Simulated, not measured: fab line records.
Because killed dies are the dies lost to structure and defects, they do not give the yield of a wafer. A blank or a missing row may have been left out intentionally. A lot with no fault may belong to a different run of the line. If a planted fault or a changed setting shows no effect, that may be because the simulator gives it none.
Shared-tool check	flow sky130	Sample size 11 lots and 33 wafers

WHAT PROMPTED THE OPENING
SKY_LDD_N_TW_MEAS_17, reading LDD_N_TW: flagged on 2 of 11 lots. Wafers without a fault read 2588, standard deviation 29.
Rule: a lot is flagged when every wafer of it that has a number lies more than 4 standard deviations from that mean, or none has a number. The rest of the lots are taken to be sound.

lot	measured	on	LDD_N_TW, wafer by wafer	flag
L403	day 17 16:52	film_metro-02	2557 2563 2547	
L406	day 18 21:33	film_metro-01	2562 2563 2553	
L407	day 19 15:11	film_metro-03	2634 2648 2634	
L408	day 19 23:01	film_metro-03	2635 2637 2637	
L410	day 20 08:46	film_metro-01	2555 2561 2560	
L416	day 22 19:23	film_metro-02	3041 3023 3031	FLAGGED
L418	day 23 04:01	film_metro-03	3087 3090 3091	FLAGGED
L419	day 23 14:10	film_metro-03	2616 2617 2612	
L422	day 24 17:01	film_metro-01	2567 2547 2573	
L424	day 25 09:04	film_metro-02	2551 2557 2565	
L426	day 25 20:46	film_metro-01	2575 2558 2559	
On average the flagged lots' numbers are 3060, which is +472 against the usual, or +16 standard deviations.

TOOL THAT RAN EACH LOT
2 process steps preceding the reading are held in the record, out of 708 steps in the route. Cell contents, in order: the tool; ch with the chambers the sampled wafers went through; the start.
lot	flag	SKY_LDD_N_IMPLANT_08	SKY_LDD_N_STRIP_16
L403		implanter-01 ch 0, day 17 15:34	plasma_asher-04 ch 0,1, day 17 16:46
L406		implanter-01 ch 0, day 18 20:16	plasma_asher-01 ch 0,1, day 18 21:26
L407		implanter-04 ch 0, day 19 13:53	plasma_asher-04 ch 0,1, day 19 15:05
L408		implanter-02 ch 0, day 19 21:44	plasma_asher-01 ch 0,1, day 19 22:56
L410		implanter-01 ch 0, day 20 07:29	plasma_asher-01 ch 0,1, day 20 08:40
L416	FLAGGED	implanter-04 ch 0, day 22 18:05	plasma_asher-04 ch 0,1, day 22 19:17
L418	FLAGGED	implanter-04 ch 0, day 23 02:43	plasma_asher-02 ch 0,1, day 23 03:55
L419		implanter-01 ch 0, day 23 12:52	plasma_asher-04 ch 0,1, day 23 14:04
L422		implanter-01 ch 0, day 24 15:44	plasma_asher-01 ch 0,1, day 24 16:56
L424		implanter-01 ch 0, day 25 07:46	plasma_asher-01 ch 0,1, day 25 08:58
L426		implanter-02 ch 0, day 25 19:28	plasma_asher-04 ch 0,1, day 25 20:40
What the steps here do:
- SKY_LDD_N_IMPLANT_08
- SKY_LDD_N_STRIP_16: strips in O2/N2.
- SKY_LDD_N_TW_MEAS_17

FLAGGED AGAINST TOTAL, ONE TOOL AT A TIME (gauges that did the reading follow at the end)
step	tool	lots run	flagged	share of the flagged lots	sound lots run after its first flagged lot
SKY_LDD_N_IMPLANT_08	implanter-01	6	0	none	-
SKY_LDD_N_IMPLANT_08	implanter-02	2	0	none	-
SKY_LDD_N_IMPLANT_08	implanter-04	3	2	all	0
SKY_LDD_N_STRIP_16	plasma_asher-01	5	0	none	-
SKY_LDD_N_STRIP_16	plasma_asher-02	1	1	some	0
SKY_LDD_N_STRIP_16	plasma_asher-04	5	1	some	2 (L419,L426)
SKY_LDD_N_TW_MEAS_17	film_metro-01	4	0	none	-
SKY_LDD_N_TW_MEAS_17	film_metro-02	3	1	some	1 (L424)
SKY_LDD_N_TW_MEAS_17	film_metro-03	4	1	some	1 (L419)

WHAT THE TABLE ALLOWS
1 row of the table ran every flagged lot: implanter-04 at SKY_LDD_N_IMPLANT_08.
- implanter-04 at SKY_LDD_N_IMPLANT_08: 2 of its 3 lots flagged. Its last sound lot is L407 (day 19 13:53), its first flagged lot L416 (day 22 18:05): a fault that began between those two fits. Its own readings lie more than 4 standard deviations out on every wafer of the flagged lots: beam_on_s, dose_ions_cm2, faraday_current_uA.
Left over: one tool, implanter-04 at SKY_LDD_N_IMPLANT_08.

WHAT THE SIMULATOR HAD INSERTED
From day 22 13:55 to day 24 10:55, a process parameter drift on implanter-04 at SKY_LDD_N_IMPLANT_08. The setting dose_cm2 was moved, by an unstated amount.
Shown lots that were struck: L416, L418. This agrees with what the rule above found.
